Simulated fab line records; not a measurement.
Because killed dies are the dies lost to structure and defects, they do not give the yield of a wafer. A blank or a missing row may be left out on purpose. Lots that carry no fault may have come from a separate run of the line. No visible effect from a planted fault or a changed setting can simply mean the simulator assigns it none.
Which of the tools did it?    flow gf180mcu    39 wafers from 13 lots sampled at 4 of the route's 602 steps

## WHAT THE GAUGES SHOWED, per wafer
GF_NSD_TW_MEAS_12. Usual: NSD_TW 4245, standard deviation 31.
lot   measured      on             NSD_TW          flag
L581  day 13 07:58  film_metro-01  4255 4234 4236  
L582  day 13 19:48  film_metro-01  4284 4282 4280  
L583  day 13 22:52  film_metro-04  4210 4208 4222  
L585  day 14 15:01  film_metro-01  4224 4233 4244  
L586  day 14 18:10  film_metro-04  4230 4249 4264  
L587  day 15 05:07  film_metro-04  4215 4231 4203  
L589  day 15 19:38  film_metro-01  4256 4268 4271  
L590  day 16 09:14  film_metro-03  4305 4295 4296  
L592  day 17 01:50  film_metro-03  4273 4284 4287  
L593  day 17 14:32  film_metro-04  4218 4221 4199  
L594  day 17 19:38  film_metro-01  4239 4244 4239  
L596  day 18 08:29  film_metro-04  4218 4232 4214  
L604  day 21 23:46  film_metro-03  4281 4295 4293  

## TOOL THAT RAN EACH LOT (tool first, then ch and the chambers of the sampled wafers, then the start)
lot   GF_VT_IMPLANT_STRIP_31                GF_HV_LDD_IMPLANT_34             GF_HV_LDD_STRIP_49
L581  plasma_asher-04 ch 0,1, day 6 19:25   implanter-02 ch 0, day 11 11:51  plasma_asher-04 ch 0,1, day 12 07:55
L582  plasma_asher-04 ch 0,1, day 7 04:47   implanter-04 ch 0, day 12 00:38  plasma_asher-04 ch 0,1, day 12 20:31
L583  plasma_asher-04 ch 0,1, day 7 08:44   implanter-04 ch 0, day 12 02:15  plasma_asher-04 ch 0,1, day 12 22:16
L585  plasma_asher-01 ch 0, day 7 21:11     implanter-04 ch 0, day 12 18:24  plasma_asher-04 ch 0,1, day 13 15:34
L586  plasma_asher-04 ch 0,1, day 8 01:25   implanter-04 ch 0, day 12 21:13  plasma_asher-03 ch 0,1, day 13 18:27
L587  plasma_asher-04 ch 0,1, day 8 06:28   implanter-04 ch 0, day 13 08:01  plasma_asher-03 ch 0,1, day 14 04:34
L589  plasma_asher-02 ch 0, day 8 21:32     implanter-02 ch 0, day 13 22:00  plasma_asher-01 ch 0,1, day 14 19:07
L590  plasma_asher-01 ch 0,1, day 9 03:49   implanter-01 ch 0, day 14 10:19  plasma_asher-03 ch 0, day 15 07:40
L592  plasma_asher-04 ch 0,1, day 9 21:05   implanter-04 ch 0, day 15 02:13  plasma_asher-04 ch 0,1, day 15 23:35
L593  plasma_asher-01 ch 0,1, day 10 02:16  implanter-01 ch 0, day 15 13:28  plasma_asher-04 ch 0,1, day 16 11:55
L594  plasma_asher-02 ch 0,1, day 10 07:20  implanter-01 ch 0, day 15 18:28  plasma_asher-01 ch 0,1, day 16 17:28
L596  plasma_asher-01 ch 0,1, day 10 21:35  implanter-01 ch 0, day 16 07:14  plasma_asher-04 ch 0,1, day 17 05:49
L604  plasma_asher-01 ch 0,1, day 13 18:48  implanter-02 ch 0, day 19 18:46  plasma_asher-03 ch 0,1, day 20 19:40
- GF_VT_IMPLANT_STRIP_31: strips in O2/N2.
- GF_HV_LDD_IMPLANT_34
- GF_HV_LDD_STRIP_49: strips in O2/N2.

## AS READ BY THE TOOLS THEMSELVES (means over the sampled wafers that have a number; for cases with no such wafer, the mark the record gives instead)
GF_VT_IMPLANT_STRIP_31. Usual: drypump_motor_current_A 5.6 A, standard deviation 0.42; heater_power_w 329 W, standard deviation 28; oes_product_au 0.715 a.u., standard deviation 0.0046; strip_time_to_endpoint_s 12.61 s, standard deviation 0.032.
lot   tool             drypump_motor_current_A (A)  heater_power_w (W)  oes_product_au (a.u.)  strip_time_to_endpoint_s (s)  flag
L581  plasma_asher-04  5.8                          331                 0.717                  12.63                         
L582  plasma_asher-04  6.0                          307                 0.710                  12.57                         
L583  plasma_asher-04  5.8                          329                 0.718                  12.62                         
L585  plasma_asher-01  5.6                          311                 0.719                  12.58                         
L586  plasma_asher-04  5.8                          330                 0.715                  12.61                         
L587  plasma_asher-04  6.0                          307                 0.716                  12.63                         
L589  plasma_asher-02  5.8                          356                 0.717                  12.68                         
L590  plasma_asher-01  5.2                          335                 0.720                  12.59                         
L592  plasma_asher-04  5.8                          331                 0.711                  12.61                         
L593  plasma_asher-01  5.4                          317                 0.715                  12.59                         
L594  plasma_asher-02  5.7                          360                 0.715                  12.62                         
L596  plasma_asher-01  5.2                          330                 0.721                  12.60                         
L604  plasma_asher-01  5.4                          317                 0.712                  12.57                         

GF_HV_LDD_IMPLANT_34. Usual: dose_ions_cm2 7.5e+12, standard deviation 8.1e+09; faraday_current_uA 42.4, standard deviation 0.9.
lot   tool          dose_ions_cm2  faraday_current_uA  flag
L581  implanter-02  7.5e+12        42.4                
L582  implanter-04  7.5e+12        42.5                
L583  implanter-04  7.5e+12        43.1                
L585  implanter-04  7.5e+12        41.5                
L586  implanter-04  7.5e+12        41.7                
L587  implanter-04  7.5e+12        42.5                
L589  implanter-02  7.5e+12        42.5                
L590  implanter-01  7.5e+12        42.5                
L592  implanter-04  7.5e+12        42.7                
L593  implanter-01  7.5e+12        42.4                
L594  implanter-01  8.5e+12        47.1                OFF
L596  implanter-01  8.5e+12        46.8                OFF
L604  implanter-02  7.5e+12        42.6                

GF_HV_LDD_STRIP_49. Usual: drypump_motor_current_A 5.6 A, standard deviation 0.47; heater_power_w 324 W, standard deviation 24; oes_product_au 0.716 a.u., standard deviation 0.0044; strip_time_to_endpoint_s 12.64 s, standard deviation 0.042.
lot   tool             drypump_motor_current_A (A)  heater_power_w (W)  oes_product_au (a.u.)  strip_time_to_endpoint_s (s)  flag
L581  plasma_asher-04  5.8                          331                 0.718                  12.65                         
L582  plasma_asher-04  5.8                          329                 0.713                  12.62                         
L583  plasma_asher-04  5.8                          328                 0.719                  12.59                         
L585  plasma_asher-04  6.0                          306                 0.714                  12.61                         
L586  plasma_asher-03  5.8                          338                 0.714                  12.59                         
L587  plasma_asher-03  5.4                          329                 0.713                  12.64                         
L589  plasma_asher-01  5.4                          316                 0.719                  12.67                         
L590  plasma_asher-03  5.0                          327                 0.715                  12.61                         
L592  plasma_asher-04  6.0                          302                 0.714                  12.61                         
L593  plasma_asher-04  6.0                          302                 0.716                  12.63                         
L594  plasma_asher-01  5.2                          331                 0.714                  12.65                         
L596  plasma_asher-04  6.0                          312                 0.720                  12.61                         
L604  plasma_asher-03  5.8                          334                 0.717                  12.64                         

## THE ANSWER, worked out from the rows above alone
Rule: lot off if the mean of its wafers having a number is beyond 3 standard deviations from the usual mean. Also off: a lot with no number at a reading for which 4 or more lots have one. Any other lot the step has rows for is counted as sound. First the gauges in route order, then the tools' own readings, where a lot's mean is used as printed above. At the first step where some lot is off, the reading lying furthest off is the one used; lots without a number count as furthest.
Off, at GF_HV_LDD_IMPLANT_34 on dose_ions_cm2: L594, L596.
A tool fits if, at that step or a process step before it, it ran every lot that is off, and no sound lot after the first of them. One candidate fits, namely implanter-01 at GF_HV_LDD_IMPLANT_34. Its last sound lot is L593 (day 15 13:28), its first lot that is off L594 (day 15 18:28): a fault that began between those two fits.
The tool's own readings at GF_HV_LDD_IMPLANT_34 bear it out: on the lots that are off they differ by more than 5 times the standard deviation of the sound lots' means. dose_ions_cm2 reads 8.5e+12 there against 7.5e+12 on the sound lots; faraday_current_uA reads 47.0 there against 42.4 on the sound lots.

## WHAT THE SIMULATOR PUT IN
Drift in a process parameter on implanter-01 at GF_HV_LDD_IMPLANT_34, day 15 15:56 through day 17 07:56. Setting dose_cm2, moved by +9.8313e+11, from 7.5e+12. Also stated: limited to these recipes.
Shown lots that were struck: L594, L596. The same result came from the rule above.
